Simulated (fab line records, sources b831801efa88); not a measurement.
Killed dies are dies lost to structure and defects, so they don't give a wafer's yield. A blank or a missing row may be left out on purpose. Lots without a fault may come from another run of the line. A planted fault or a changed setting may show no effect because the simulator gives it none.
fab line records | flow sky130
record lots=11 wafers=31 last_day=50
route steps=708 shown FIELD_ISO@3 NWELL@81 LOCAL_INTERCONNECT@387 PAD_OPEN@708
lots that met no fault: from a run of the same line without faults
start_h: hours from the record's first day to the start of the lot's first wafer shown | wait_h: hours since the lot's step before | " the same as in the row above | L1.1+2: a row that stands for several wafers | - no value, or no start given | * or withheld: withheld | < > ~ a bound
route shown NAME@n: a module of which the file shows steps, and the number in the route of the first | usual: mean/standard deviation of fault-free wafers | same: alike in all rows | chamber/n: place in a boat | sites: the reading at each site | _std_site: their standard deviation | _edge_site: outer sites' mean less inner sites' | radius_mm: how far each site lies from the wafer's centre | mask NAME#n: copy n | behind: the tool/chamber that last shaped the wafer | hold: why the lot was held/for how many hours/how that ended | device: the transistor (n, p or np) that didn't switch | end of line: the same wafers' tests at the end of the route | a step without rows: its recipe alone | killed: dies lost to structure and defects at the first sort, not the wafer's yield | map: a wafer's dies, x killed, . not, _ none there
set.NAME: the setting as run; set.NAME@STEP: as run at that earlier step | model.NAME: the simulator's own value behind a step, which no gauge read
steps of the route over a sample of lots; a table a step, a row a wafer
services: from which hour (start_h, from the record's first day; less than 0 if before it) a tool's chamber was out of use, for how many hours, and why
## steps
# step SKY_FIELD_ISO_THK_MEAS_02
# recipe reads=SiO2_of_FIELD_ISO_OXIDATION_01
# usual FIELD_ISO_OXIDATION_00_THK=12.16/0.2
# columns lot.wafer tool chamber start_h wait_h FIELD_ISO_OXIDATION_00_THK[nm]
L948.1 film_metro-04 - 26.99 0.0 12.49
L948.3 " - " " 12.39
L948.5 " - " " 12.61
L950.2 film_metro-03 - 37.64 0.0 11.91
L950.3 " - " " 11.74
L950.6 " - " " 11.89
L951.1 film_metro-01 - 41.95 0.0 12.23
L951.2 " - " " 12.21
L951.5 " - " " 12.19
L952.3 film_metro-03 - 46.88 0.0 12.49
L952.4 " - " " 12.26
L952.5 " - " " 12.26
L956.2 film_metro-03 - 67.61 0.0 11.99
L956.4 " - " " 11.83
L956.5 " - " " 11.96
L962.1 film_metro-04 - 96.63 0.0 12.16
L962.6 " - " " 12.32
L964.5 film_metro-01 - 108.56 0.0 12.03
L964.6 " - " " 12.00
L965.1 film_metro-04 - 112.55 0.0 12.10
L965.2 " - " " 11.96
L965.6 " - " " 12.13
L966.1 film_metro-01 - 118.68 0.0 12.13
L966.2 " - " " 12.27
L966.6 " - " " 12.10
L967.1 film_metro-01 - 123.09 0.0 12.31
L967.2 " - " " 12.16
L967.4 " - " " 12.08
L968.1 film_metro-01 - 126.63 0.0 12.37
L968.4 " - " " 12.51
L968.5 " - " " 12.50
# step SKY_NWELL_RTA_28
# recipe temp_c=1050 time_s=30 idle_temp_c=650 ramp_up_c_per_s=150 ramp_down_c_per_s=90 ambient=N2
# usual lamp_power_pct=25.31/0.049 wafer_temp_C_max=1055.0/1.1
# columns lot.wafer tool chamber start_h wait_h lamp_power_pct wafer_temp_C_max
L948.1 rtp_anneal-01 0 119.06 0.0 25.38 1054.6
L948.3 " 0 " " 25.35 1054.2
L948.5 " 0 " " 25.27 1054.8
L950.2 rtp_anneal-02 0 132.52 0.0 25.34 1053.7
L950.3 " 0 " " 25.26 1054.5
L950.6 " 0 " " 25.34 1055.0
L951.1 rtp_anneal-01 0 141.41 0.0 25.32 1053.5
L951.2 " 0 " " 25.21 1055.3
L951.5 " 0 " " 25.30 1054.0
L952.3 rtp_anneal-02 0 145.34 0.0 25.28 1056.1
L952.4 " 0 " " 25.30 1053.7
L952.5 " 0 " " 25.31 1055.1
L956.2 rtp_anneal-02 0 170.97 0.0 25.34 1053.5
L956.4 " 0 " " 25.30 1054.5
L956.5 " 0 " " 25.24 1053.9
L962.1 rtp_anneal-02 0 210.26 0.0 25.28 1053.0
L962.6 " 0 " " 25.39 1055.1
L964.5 rtp_anneal-02 0 220.76 0.1 25.30 1054.6
L964.6 " 0 " " 25.32 1055.1
L965.1 rtp_anneal-01 0 224.26 0.0 25.31 1054.8
L965.2 " 0 " " 25.25 1054.5
L965.6 " 0 " " 25.27 1054.8
L966.1 rtp_anneal-01 0 229.54 0.0 25.27 1055.2
L966.2 " 0 " " 25.30 1056.2
L966.6 " 0 " " 25.41 1057.4
L967.1 rtp_anneal-01 0 237.95 0.0 25.33 1055.2
L967.2 " 0 " " 25.33 1055.1
L967.4 " 0 " " 25.40 1056.0
L968.1 rtp_anneal-02 0 242.91 0.0 25.36 1055.3
L968.4 " 0 " " 25.26 1056.6
L968.5 " 0 " " 25.34 1053.6
# step SKY_NWELL_RS_MEAS_29
# recipe thk_meas_gauge=four-point-probe
# usual NWELL_RS=625.5/1.6
# columns lot.wafer tool chamber start_h wait_h NWELL_RS[ohm/sq]
L948.1 film_metro-02 - 119.16 0.1 623.8
L948.3 " - " " 622.4
L948.5 " - " " 623.8
L950.2 film_metro-02 - 132.63 0.1 624.3
L950.3 " - " " 624.5
L950.6 " - " " 624.5
L951.1 film_metro-01 - 141.51 0.1 627.6
L951.2 " - " " 627.6
L951.5 " - " " 626.1
L952.3 film_metro-02 - 145.45 0.1 621.8
L952.4 " - " " 622.5
L952.5 " - " " 622.3
L956.2 film_metro-01 - 171.08 0.1 627.5
L956.4 " - " " 628.6
L956.5 " - " " 625.2
L962.1 film_metro-01 - 210.36 0.1 628.7
L962.6 " - " " 630.5
L964.5 film_metro-02 - 220.87 0.1 624.0
L964.6 " - " " 623.3
L965.1 film_metro-02 - 224.36 0.1 625.3
L965.2 " - " " 625.4
L965.6 " - " " 626.7
L966.1 film_metro-02 - 229.64 0.1 626.3
L966.2 " - " " 625.4
L966.6 " - " " 627.0
L967.1 film_metro-02 - 238.05 0.1 625.7
L967.2 " - " " 624.3
L967.4 " - " " 624.2
L968.1 film_metro-04 - 243.01 0.1 625.3
L968.4 " - " " 625.4
L968.5 " - " " 626.5
# step SKY_LOCAL_INTERCONNECT_SPUTTER_00
# recipe material=TiN target_thk_nm=100 temp_c=300 power_w=6500 time_s=83.3 chamber_pressure_pa=0.4
# usual chamber_pressure_pa=0.4000/0.00079 throttle_valve_pct=30.7/1.2
# columns lot.wafer tool chamber start_h wait_h chamber_pressure_pa throttle_valve_pct
L948.1 pvd_sputter-02 - 691.83 0.2 0.3993 29.4
L948.3 " - " " 0.3994 30.9
L948.5 " - " " 0.3994 31.5
L950.2 pvd_sputter-02 - 718.53 0.2 0.4000 30.8
L950.3 " - " " 0.3996 29.1
L950.6 " - " " 0.3992 29.4
L951.1 pvd_sputter-02 - 729.04 0.2 0.3995 30.8
L951.2 " - " " 0.4004 31.6
L951.5 " - " " 0.4001 30.9
L952.3 pvd_sputter-02 - 736.13 0.2 0.4004 31.6
L952.4 " - " " 0.3992 30.9
L952.5 " - " " 0.4006 31.7
L956.2 pvd_sputter-02 - 768.43 0.1 0.4002 30.9
L956.4 " - " " 0.4000 31.5
L956.5 " - " " 0.3993 29.2
L962.1 pvd_sputter-02 - 818.03 0.1 0.4003 29.3
L962.6 " - " " 0.3995 31.6
L965.1 pvd_sputter-03 - 829.62 0.2 0.3981 29.4
L965.2 " - " " 0.4002 31.9
L965.6 " - " " 0.3986 29.6
L964.5 pvd_sputter-02 - 832.55 0.0 0.4003 30.8
L964.6 " - " " 0.4000 31.2
L966.1 pvd_sputter-03 - 834.76 0.1 0.4010 31.2
L966.2 " - " " 0.4001 29.6
L966.6 " - " " 0.3991 29.8
L967.1 pvd_sputter-04 - 847.75 0.2 0.3985 29.3
L967.2 " - " " 0.3992 29.3
L967.4 " - " " 0.3996 32.0
L968.1 pvd_sputter-04 - 850.79 0.1 0.3988 29.3
L968.4 " - " " 0.3991 33.1
L968.5 " - " " 0.4006 29.0
# step SKY_LOCAL_INTERCONNECT_RS_MEAS_01
# recipe thk_meas_gauge=four-point-probe reads=TiN_of_LOCAL_INTERCONNECT_SPUTTER_00
# usual LOCAL_INTERCONNECT_TIN_RS=14.18/0.17
# columns lot.wafer tool chamber start_h wait_h LOCAL_INTERCONNECT_TIN_RS[ohm/sq]
L948.1 film_metro-02 - 691.89 0.0 14.30
L948.3 " - " " 14.00
L948.5 " - " " 14.22
L950.2 film_metro-02 - 718.61 0.1 13.81
L950.3 " - " " 13.99
L950.6 " - " " 14.13
L951.1 film_metro-03 - 729.10 0.0 14.29
L951.2 " - " " 14.35
L951.5 " - " " 14.36
L952.3 film_metro-03 - 736.23 0.1 14.15
L952.4 " - " " 14.22
L952.5 " - " " 14.08
L956.2 film_metro-03 - 768.51 0.1 13.91
L956.4 " - " " 13.90
L956.5 " - " " 13.84
L962.1 film_metro-01 - 818.09 0.0 7.18
L962.6 " - " " 14.23
L965.1 film_metro-03 - 829.68 0.0 13.98
L965.2 " - " " 14.00
L965.6 " - " " 13.96
L964.5 film_metro-01 - 832.66 0.1 7.15
L964.6 " - " " 14.19
L966.1 film_metro-01 - 834.83 0.0 14.17
L966.2 " - " " 13.99
L966.6 " - " " 14.11
L967.1 film_metro-02 - 847.81 0.0 14.12
L967.2 " - " " 14.35
L967.4 " - " " 14.20
L968.1 film_metro-02 - 850.85 0.0 14.35
L968.4 " - " " 14.12
L968.5 " - " " 14.23
# step SKY_LOCAL_INTERCONNECT_THK_MEAS_02
# recipe thk_meas_gauge=xrf reads=TiN_of_LOCAL_INTERCONNECT_SPUTTER_00
# usual LOCAL_INTERCONNECT_TIN_THK=98.5/1.1
# columns lot.wafer tool chamber start_h wait_h LOCAL_INTERCONNECT_TIN_THK[nm]
L948.1 film_metro-02 - 692.01 0.1 97.5
L948.3 " - " " 99.5
L948.5 " - " " 98.0
L950.2 film_metro-02 - 718.72 0.1 100.8
L950.3 " - " " 99.6
L950.6 " - " " 98.1
L951.1 film_metro-03 - 729.22 0.1 97.7
L951.2 " - " " 97.5
L951.5 " - " " 97.3
L952.3 film_metro-03 - 736.33 0.1 98.4
L952.4 " - " " 97.9
L952.5 " - " " 98.8
L956.2 film_metro-03 - 768.62 0.1 99.8
L956.4 " - " " 99.8
L956.5 " - " " 100.0
L962.1 film_metro-01 - 818.21 0.1 190.1
L962.6 " - " " 99.2
L965.1 film_metro-03 - 829.80 0.1 99.4
L965.2 " - " " 99.1
L965.6 " - " " 100.0
L964.5 film_metro-01 - 832.74 0.1 190.1
L964.6 " - " " 98.3
L966.1 film_metro-01 - 834.95 0.1 99.2
L966.2 " - " " 100.0
L966.6 " - " " 99.2
L967.1 film_metro-02 - 847.93 0.1 99.0
L967.2 " - " " 97.5
L967.4 " - " " 98.8
L968.1 film_metro-02 - 850.97 0.1 97.1
L968.4 " - " " 99.2
L968.5 " - " " 98.1
# step SKY_LOCAL_INTERCONNECT_METAL_ETCH_14
# recipe target_depth_nm=110 stop_on=PSG chemistry=Cl2/BCl3 target=TiN resist_sidewall_deg=88 pressure_mtorr=10 icp_w=900 bias_w=48.5 Cl2_flow_sccm=60 bcl3_flow_sccm=30 time_s=31.4
# usual bias_w=48.49/0.13 drypump_motor_current_A=5.84/0.24 oes_product_au=0.941/0.0085 throttle_valve_pct=21.901/0.0097
# columns lot.wafer tool chamber start_h wait_h bias_w drypump_motor_current_A oes_product_au rf_hours_counter_h throttle_valve_pct
L948.1 rie_metal-02 0 719.72 0.0 48.48 5.61 0.937 9 21.913
L948.3 " 1 " " 48.63 6.14 0.938 - 21.891
L948.5 " 1 " " 48.47 6.13 0.931 - 21.902
L950.2 rie_metal-02 1 746.58 0.0 48.57 6.15 0.959 13 21.897
L950.3 " 0 " " 48.65 5.62 0.947 - 21.907
L950.6 " 0 " " 48.62 5.63 0.934 - 21.910
L951.1 rie_metal-02 0 756.26 0.0 48.67 5.62 0.936 10 21.910
L951.2 " 1 " " 48.68 6.13 0.925 13 21.908
L951.5 " 1 " " 48.47 6.14 0.937 - 21.900
L952.3 rie_metal-04 1 763.23 0.0 48.68 5.66 0.935 - 21.901
L952.4 " 0 " " 48.63 6.09 0.940 - 21.902
L952.5 " 1 " " 48.50 5.66 0.941 - 21.905
L956.2 rie_metal-04 0 795.52 0.0 48.58 6.11 0.952 13 21.900
L956.4 " 1 " " 48.57 5.67 0.954 - 21.878
L956.5 " 0 " " 48.27 6.13 0.951 - 21.886
L962.1 rie_metal-04 1 845.06 0.0 48.47 5.66 1.010 7 21.868
L962.6 " 1 " " 48.53 5.66 0.942 - 21.896
L965.1 rie_metal-03 0 855.98 0.0 48.33 5.50 0.948 2 21.894
L965.2 " 1 " " 48.54 5.95 0.959 4 21.899
L965.6 " 1 " " 48.50 5.92 0.948 - 21.894
L964.5 rie_metal-04 0 858.71 0.0 48.38 6.12 1.009 - 21.860
L964.6 " 1 " " 48.60 5.66 0.939 - 21.907
L966.1 rie_metal-04 1 860.73 0.0 48.53 5.67 0.939 8 21.894
L966.2 " 0 " " 48.43 6.11 0.945 17 21.897
L966.6 " 0 " " 48.55 6.12 0.949 - 21.899
L967.1 rie_metal-03 1 873.47 0.0 48.50 5.91 0.950 5 21.878
L967.2 " 0 " " 48.29 5.50 0.929 3 21.904
L967.4 " 0 " " 48.25 5.50 0.933 - 21.908
L968.1 rie_metal-04 1 876.43 0.1 48.50 5.68 0.930 8 21.909
L968.4 " 1 " " 48.35 5.67 0.947 - 21.906
L968.5 " 1 " " 48.51 5.69 0.942 - 21.916
# step SKY_PAD_OPEN_PROBE_99
# usual killed_at_M0_to_M3=44/6.8 killed_at_M4_up=3.2/1.7 killed_at_contacts=24/4.9 killed_at_front_end=14/4.1 killed_at_other=0.2/0.51 killed_dies=85/8.7 killed_on_rim=16/4 killed_open=46/6.8 killed_short=39/6.1
# same gross_dies=492 killed_at_back_side=0
# columns lot.wafer tool chamber start_h wait_h killed_at_M0_to_M3 killed_at_M4_up killed_at_contacts killed_at_front_end killed_at_other killed_dies killed_on_rim killed_open killed_short
L962.1 prober-01 - 1173.27 0.1 55 6 411 19 1 492 96 55 51
L962.6 prober-01 - 1173.52 0.2 45 6 31 16 0 98 24 54 44
L964.5 prober-02 - 1184.61 0.2 50 2 427 12 1 492 96 46 40
L964.6 prober-02 - 1184.66 0.2 54 4 22 11 0 91 20 59 32
L966.1 prober-01 - 1185.36 0.1 46 3 21 15 0 85 20 53 32
L966.2 prober-01 - 1185.41 0.1 47 2 26 18 0 93 14 56 37
L966.6 prober-01 - 1185.61 0.2 50 4 25 11 1 91 19 48 43
# killed by level:class
L962.1 LOCAL_INTERCONNECT:area_etch=386 VIA1:geometric_particle:open=12 VIA2:geometric_particle:open=11 CONTACT:geometric_particle:open=11 FIELD_ISO:geometric_particle:short=8 VIA1:geometric_particle:short=8 CONTACT:geometric_particle:short=5 VIA2:geometric_particle:short=5
L962.6 VIA1:geometric_particle:open=13 LI_CONTACT:geometric_particle:open=11 LOCAL_INTERCONNECT:geometric_particle:short=6 METAL4:geometric_particle:short=6 VIA3:geometric_particle:open=6 METAL1:geometric_particle:short=5 CONTACT:geometric_particle:open=5 FIELD_ISO:geometric_particle:open=4
L964.5 LOCAL_INTERCONNECT:area_etch=406 VIA1:geometric_particle:open=15 CONTACT:geometric_particle:open=8 LI_CONTACT:geometric_particle:open=7 METAL1:geometric_particle:short=6 VIA1:geometric_particle:short=6 METAL2:geometric_particle:short=6 FIELD_ISO:geometric_particle:open=4
L964.6 VIA1:geometric_particle:open=13 CONTACT:geometric_particle:open=10 VIA3:geometric_particle:open=10 VIA2:geometric_particle:open=9 METAL2:geometric_particle:short=7 LI_CONTACT:geometric_particle:open=7 VIA1:geometric_particle:short=5 FIELD_ISO:geometric_particle:open=4
L966.1 VIA1:geometric_particle:open=10 VIA2:geometric_particle:open=10 LI_CONTACT:geometric_particle:open=7 CONTACT:geometric_particle:open=7 VIA3:geometric_particle:open=6 POLY_GATE:geometric_particle:open=5 FIELD_ISO:geometric_particle:short=4 METAL2:geometric_particle:short=4
L966.2 VIA1:geometric_particle:open=12 VIA2:geometric_particle:open=9 LI_CONTACT:geometric_particle:open=8 CONTACT:geometric_particle:open=8 METAL1:geometric_particle:short=8 POLY_GATE:geometric_particle:open=7 METAL2:geometric_particle:short=7 VIA3:geometric_particle:open=6
L966.6 VIA1:geometric_particle:open=11 CONTACT:geometric_particle:open=10 METAL1:geometric_particle:short=8 LI_CONTACT:geometric_particle:open=7 VIA3:geometric_particle:open=7 VIA2:geometric_particle:open=5 POLY_GATE:geometric_particle:open=4 VIA3:geometric_particle:short=4
## services
# columns tool chamber start_h hours kind
rie_metal-04 - 99.66 14.6 pm
rie_metal-02 - 147.95 0.2 repair
pvd_sputter-02 - 148.17 20.9 repair
rie_metal-04 1 182.01 32.2 repair
pvd_sputter-02 - 276.48 1.6 repair
pvd_sputter-02 - 278.71 1.1 repair
rie_metal-02 - 300.21 1.1 repair
pvd_sputter-02 - 322.91 1.1 repair
pvd_sputter-02 - 390.82 6.0 repair
rtp_anneal-01 - 439.88 5.4 pm
pvd_sputter-02 - 451.50 3.2 repair
rie_metal-04 1 467.52 16.8 repair
pvd_sputter-02 - 510.43 0.9 repair
rtp_anneal-02 - 559.60 3.9 pm
rie_metal-04 - 603.30 2.8 pm
rie_metal-04 0 668.32 3.8 repair
pvd_sputter-02 - 680.50 2.8 repair
pvd_sputter-02 - 704.05 7.3 repair
pvd_sputter-02 - 741.28 1.3 repair
pvd_sputter-02 - 755.28 5.0 repair
rie_metal-04 - 757.61 1.4 pm
pvd_sputter-02 - 775.77 2.7 repair
rie_metal-04 1 808.43 12.1 repair
rtp_anneal-02 - 851.18 2.4 repair
## key
first_sign step=SKY_LOCAL_INTERCONNECT_RS_MEAS_01 reading=LOCAL_INTERCONNECT_TIN_RS direction=down sigmas=40 usual=14.18 struck=7.17
effect step=SKY_LOCAL_INTERCONNECT_THK_MEAS_02 reading=LOCAL_INTERCONNECT_TIN_THK direction=up sigmas=85 usual=98.5 struck=190.1
effect step=SKY_LOCAL_INTERCONNECT_METAL_ETCH_14 reading=oes_product_au direction=up sigmas=8.1 usual=0.941 struck=1.009
effect step=SKY_PAD_OPEN_PROBE_99 reading=killed_at_contacts direction=up sigmas=81 usual=24 struck=419
more_kills_born_at SKY_LOCAL_INTERCONNECT_METAL_ETCH_14@rie_metal-04=792
met_at SKY_LOCAL_INTERCONNECT_SPUTTER_00
struck_lots L962,L964
struck_wafers L962.1,L964.5
later_rows_left_out L962.1,L964.5
tester_left_out L962,L964
not_acting_at SKY_FIELD_ISO_THK_MEAS_02,SKY_NWELL_RTA_28,SKY_NWELL_RS_MEAS_29
onset_between 768.43 818.03
fault kind=process_parameter_drift tool=pvd_sputter-02 chamber=- onset_h=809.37 steps=SKY_LOCAL_INTERCONNECT_SPUTTER_00 channel=target_thk_nm offset=92.735 shape=step end_h=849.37 scope=struck_wafers_only acts_in=these_recipes_only stated=100
# tester_left_out: of these lots the tester's yield and bins aren't shown, on N5 and GAA mostly nor the transistor test; their killed dies are dies lost to structure and defects alone, not to doping, threshold or leakage, so they don't give the yield
# later_rows_left_out: the simulator's readings of these wafers behind a module that went badly wrong aren't trusted and aren't shown, but for the sort
